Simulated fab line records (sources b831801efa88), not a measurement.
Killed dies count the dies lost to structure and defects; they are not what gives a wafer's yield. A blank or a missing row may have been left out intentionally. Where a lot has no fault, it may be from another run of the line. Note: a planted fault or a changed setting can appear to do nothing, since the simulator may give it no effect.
Chamber matching | flow gf180mcu | 3 sister chambers for GF_SAB_CVD_00 on pecvd-02
The step deposits SiO2 from TEOS, target thk 50 nm, time 4.9302 s. 6 wafers are shown with their chamber, then 7 later ones without.

EACH WAFER AND ITS CHAMBER
wafer  | chamber | heater-power-w (W)
L082.4 | 1       | 612
L086.3 | 2       | 667
L086.5 | 2       | 681
L086.6 | 0       | 674
L087.1 | 0       | 595
L087.4 | 1       | 633

WAFERS WHOSE CHAMBER IS MISSING
wafer  | heater-power-w (W)
L087.6 | 603
L091.2 | 616
L091.3 | 629
L091.6 | 616
L096.2 | 606
L096.4 | 570
L096.5 | 622

CHAMBER TAKEN BY EACH
wafer  | from the rows above          | in truth
L087.6 | can't be placed: 1 or 0 or 2 | 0
L091.2 | can't be placed: 1 or 0 or 2 | 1
L091.3 | can't be placed: 0 or 1 or 2 | 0
L091.6 | can't be placed: 1 or 0 or 2 | 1
L096.2 | can't be placed: 1 or 0 or 2 | 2
L096.4 | can't be placed: 1 or 0 or 2 | 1
L096.5 | can't be placed: 1 or 0 or 2 | 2
Correct placement for 0 of the 7. Can't be placed from these rows: 7 (the true chamber is among the candidates in 7). Placed wrongly: 0.
How it was worked out, from the rows above alone: a wafer's distance from a chamber is the root of the sum, over the readings, of the square of ((its reading less the chamber's mean) divided by the reading's scatter). The wafer belongs to the nearest chamber; if the next one is less than 2 further off, it can't be placed. A chamber's mean is the mean of its shown wafers. The scatter: the root of (the sum of the squares of (reading less its chamber's mean) over the shown wafers, divided by (wafers less chambers)).
